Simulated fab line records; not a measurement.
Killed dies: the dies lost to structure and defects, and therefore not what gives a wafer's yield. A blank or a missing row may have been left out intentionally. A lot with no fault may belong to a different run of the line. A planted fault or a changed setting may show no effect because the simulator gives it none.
Chamber matching -- flow sky130 -- 4 sister chambers for SKY_LI_CONTACT_CMP_02 on cmp-01
The step polishes PSG. 8 wafers are shown with their chamber, then 12 later ones without.

WAFERS PAIRED WITH THEIR CHAMBERS
wafer,chamber,motor_current_A (A),time_to_endpoint_s (s)
L083.1,0,9.8,31
L085.5,0,10.0,30
L086.1,3,10.8,30
L086.2,1,11.1,26
L086.4,2,13.4,30
L089.2,3,10.2,34
L089.5,2,12.7,32
L089.6,1,10.6,25

WAFERS WHOSE CHAMBER IS MISSING
wafer,motor_current_A (A),time_to_endpoint_s (s)
L090.2,10.6,35
L090.4,10.0,33
L090.5,14.1,37
L093.1,10.7,34
L093.2,11.3,27
L093.6,10.8,36
L094.1,13.2,34
L094.3,10.6,36
L094.6,10.6,34
L096.3,10.6,30
L096.5,10.6,36
L096.6,13.0,33

WHICH CHAMBER EACH WENT THROUGH
wafer,from the rows above,in truth
L090.2,can't be placed: 3 or 0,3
L090.4,can't be placed: 3 or 0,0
L090.5,2,2
L093.1,can't be placed: 3 or 0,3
L093.2,1,1
L093.6,can't be placed: 3 or 0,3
L094.1,2,2
L094.3,can't be placed: 3 or 0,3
L094.6,can't be placed: 3 or 0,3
L096.3,can't be placed: 3 or 0 or 1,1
L096.5,can't be placed: 3 or 0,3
L096.6,2,2
Correct placement for 4 of the 12. From these rows, 8 cannot be placed; in 8 the true chamber is one of the candidates. Placed wrongly: 0.
How it was worked out, from the rows above alone: a wafer's distance from a chamber is the root of the sum, over the readings, of the square of ((its reading less the chamber's mean) divided by the reading's scatter). The wafer belongs to the nearest chamber; if the next one is less than 2 further off, it can't be placed. For every chamber, the mean is computed from those of its wafers that are shown. The scatter: the root of (the sum of the squares of (reading less its chamber's mean) over the shown wafers, divided by (wafers less chambers)).
